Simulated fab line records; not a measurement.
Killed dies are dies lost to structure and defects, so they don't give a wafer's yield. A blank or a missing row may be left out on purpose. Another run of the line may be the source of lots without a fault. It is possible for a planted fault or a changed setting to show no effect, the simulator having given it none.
Struck lot and sound lot, side by side    flow sky130    15 out of 708 route steps
Sound: these wafers, L727.1, L727.3, L727.6. Wafers struck: L716.1, L716.2, L716.6. The cause comes at the end.
Per side, at each step with rows, come the tool, then ch with its chambers, and then its first start. Under that, the readings that differ: sound wafers    struck wafers    difference of the means    sigmas: that difference in standard deviations of wafers without a fault.
alike: same words and numbers on both sides, and readings whose means sit less than 2 such deviations apart. not compared: any withheld reading, any reading some wafer has no value for, any bound like >300 that may hide the same value, and any number with overlapping values for which the record gives no deviation.
A row with sigmas, a row that says differs or no value, or rows on one side alone: a step with any of these is where the two part. Numbers that don't overlap but have no deviation are shown without sigmas and don't part them. A reading that every wafer of one side lacks parts them only if that side has two wafers or more.

first, 5 steps without rows for these wafers: SKY_SONOS_ONO_COAT_08 (resist thk 1140 nm); SKY_SONOS_ONO_SOFTBAKE_09 (time 60 s); SKY_SONOS_ONO_EXPOSE_10 (exposes mask ONOM, target cd 410 nm); SKY_SONOS_ONO_PEB_11; SKY_SONOS_ONO_DEVELOP_12 (develop time 60 s).
SKY_SONOS_ONO_CD_MEAS_13: target cd 410 nm.
  sound on cdSem-01, day 17 23:04; struck on cdSem-01, day 14 00:40
  alike: cdNm
SKY_SONOS_ONO_OVL_MEAS_14:
  sound on overlay-01, day 17 23:11; struck on overlay-02, day 14 00:47
reading             sound        struck          difference  sigmas
SONOS_ONO_OVL (nm)  4.5 2.9 3.6  -1.0 -1.1 -1.4  -4.8        -3
SKY_SONOS_ONO_ETCH_15: etches the open film in CHF3/O2, target depth 19.52 nm, time 7.8 s.
  sound on rieDiel-02 ch 1,2, day 17 23:13; struck on rieDiel-01 ch 0,1,3, day 14 00:50
  alike: drypumpMotorCurrentA, oesProductAu, rfFwdPowerW, throttleValvePct
  not compared: rfHoursCounterH
then, 1 step without rows for these wafers: SKY_SONOS_ONO_WET_ETCH_16 (etches SiO2 in dHF, target depth 14 nm, time 280 s).
SKY_SONOS_ONO_STRIP_17: strips in O2/N2.
  sound on plasmaAsher-02 ch 0,1, day 17 23:20; struck on plasmaAsher-01 ch 0,1, day 14 00:56
  alike: drypumpMotorCurrentA, oesProductAu, stripTimeToEndpointS
  not compared: rfHoursCounterH
then, 2 steps without rows for these wafers: SKY_SONOS_ONO_WET_ETCH_18 (etches Si3N4 in H3PO4, target depth 15 nm, time 172 s); SKY_GATE_OXIDE_CLEAN_00 (cleans in SC1/SC2, time 150 s).
SKY_GATE_OXIDE_OXIDATION_01: stabilise 600 s, purge 300 s, target thk 10.268 nm.
  sound on furnace-02 ch 0, day 18 00:32; struck on furnace-02 ch 0, day 14 01:32
reading         sound        struck          difference  sigmas
stabiliseS (s)  600 600 600  5400 5400 5400  +4800       
  alike: spikeTcCentreC, zonePowerBottomPct
SKY_GATE_OXIDE_THK_MEAS_02:
  sound on filmMetro-04, day 18 01:56; struck on filmMetro-03, day 14 02:57
  alike: GATE_OXIDE_OXIDATION_00_THK
-- a jump in the record: the struck wafers' starts before and after are 33 days apart (it breaks off in module GATE_OXIDE and resumes in module PAD_OPEN, where the first step shown is number 708 of the route) --
SKY_PAD_OPEN_PROBE_99:
  sound on prober-01, day 49 19:28; struck on prober-01, day 46 22:42
reading                                sound                 struck                difference  sigmas
model.etest.pfetG5v0d10v5.rOnOhmUm     4792 4709 4813        4916 4851 4865        +106        
model.etest.resPwellUnderGate.rsOhmSq  2280 2282 2303        2257 2249 2243        -39         
model.etest.pfetG5v0d10v5.driveUaUm    342.1 342.2 334.6     332 331.7 329.7       -8          
model.etest.pfet_01v8_mvt.driveUaUm    151.9 155.8 152.4     145.9 141.4 143.1     -9.9        
model.etest.fieldN.vtV (V)             35.85 35.85 35.81     33.7 33.86 33.96      -2.0        
model.etest.pfet_01v8_mvt.offLog10AUm  -10.84 -10.61 -10.82  -10.95 -11.09 -11.13  -0.30       
model.etest.pfetG5v0d10v5.offLog10AUm  -12.57 -12.35 -12.66  -13.32 -13.16 -13.21  -0.70       
model.etest.nfet_05v0_nvt.offLog10AUm  -10.94 -11.2 -11.16   -11.56 -11.53 -11.68  -0.49       
  alike: killed_at_M0_to_M3, killed_at_M4_up, killedAtContacts, killedAtFrontEnd, killedAtOther, killedDies, killedOpen, killedShort

WHERE THEY PART
Only at SKY_SONOS_ONO_OVL_MEAS_14, as far as this record shows. Later steps at which nothing parts them and some readings are alike: SKY_SONOS_ONO_ETCH_15, SKY_SONOS_ONO_STRIP_17, SKY_GATE_OXIDE_OXIDATION_01, SKY_GATE_OXIDE_THK_MEAS_02, SKY_PAD_OPEN_PROBE_99.

WHY: the cause the simulator had injected
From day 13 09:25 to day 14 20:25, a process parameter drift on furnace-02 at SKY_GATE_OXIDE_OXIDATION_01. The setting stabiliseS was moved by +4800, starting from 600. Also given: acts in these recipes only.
